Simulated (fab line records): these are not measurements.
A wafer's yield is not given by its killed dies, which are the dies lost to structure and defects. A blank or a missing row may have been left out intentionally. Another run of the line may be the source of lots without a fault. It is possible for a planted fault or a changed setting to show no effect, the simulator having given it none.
2 desks looking at one fault | flow gf180mcu | each desk holds nothing but its own numbers, with what lay behind them at the end

== AT THE TOOL OWNER'S DESK: hdpcvd-02 ==
The tool's own readings at GF_V1_CVD_00 (deposits SiO2, target thk 600 nm, time 100 s): means of the sampled wafers that have a number, for each lot that ran on this tool. A lot is out of limits, marked OUT, if its mean lies more than 4 standard deviations from the usual mean; the brackets give that distance.
Columns: A = sih4-flow-sccm at GF_V1_CVD_00, usual 60.04 sccm
lot  | first seen here | A
L494 | day 17 02:13    | 60.00
L495 | day 17 16:21    | 60.09
L496 | day 18 02:29    | 59.99
L499 | day 19 09:20    | 60.18
L501 | day 19 22:27    | 60.03
L508 | day 22 12:05    | 30.14 (-99 or more) OUT
L510 | day 23 00:57    | 30.02 (-99 or more) OUT
This desk finds L508, L510 out of limits, L508 being first, at day 22 12:05 (sih4-flow-sccm at GF_V1_CVD_00). In limits: L494, L495, L496, L499, L501.

== FROM THE METROLOGY DESK ==
Lot by lot, what the gauges showed, no matter which tool ran the lot: averages of those sampled wafers that carry a number. A lot is out of limits, marked OUT, if its mean lies more than 4 standard deviations from the usual mean; the brackets give that distance.
Columns: A = CONTACT_OVL at GF_CONTACT_OVL_MEAS_15, usual 0 nm; B = V1_CVD_00_THK at GF_V1_THK_MEAS_01, usual 602 nm
lot  | first seen here | A  | B
L494 | day 16 01:39    | 4  | 611
L495 | day 16 15:53    | 2  | 611
L496 | day 17 01:23    | -7 | 606
L498 | day 17 16:58    | -2 | 602
L499 | day 18 06:26    | 6  | 601
L500 | day 18 10:35    | -5 | 603
L501 | day 18 19:18    | -6 | 601
L502 | day 19 01:47    | 0  | 612
L503 | day 19 14:25    | 5  | 602
L508 | day 21 09:48    | -0 | 296 (-40) OUT
L510 | day 22 00:01    | 11 | 303 (-39) OUT
L516 | day 24 02:41    | 3  | 598
L517 | day 24 08:29    | -2 | 599
This desk reports L508, L510 out of limits; the earliest was L508 at day 22 12:09 (V1_CVD_00_THK at GF_V1_THK_MEAS_01). In limits: L494, L495, L496, L498, L499, L500, L501, L502, L503, L516, L517.

== ALL TOGETHER ==
An alarm could have come from the tool owner's desk at day 22 12:05, on L508, L510.
An alarm was possible from the metrology desk at day 22 12:09, on L508, L510.
Of the lots named, all ran GF_V1_CVD_00 on hdpcvd-02.

== WHAT WAS PUT IN BY THE SIMULATOR ==
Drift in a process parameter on hdpcvd-02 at GF_V1_CVD_00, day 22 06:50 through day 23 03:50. The setting sih4-flow-sccm was moved by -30, starting from 60. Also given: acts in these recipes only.
Struck lots among those shown: L508, L510.
Fault start to first reading out of limits, in hours, per desk: tool owner, 5; metrology, 5.
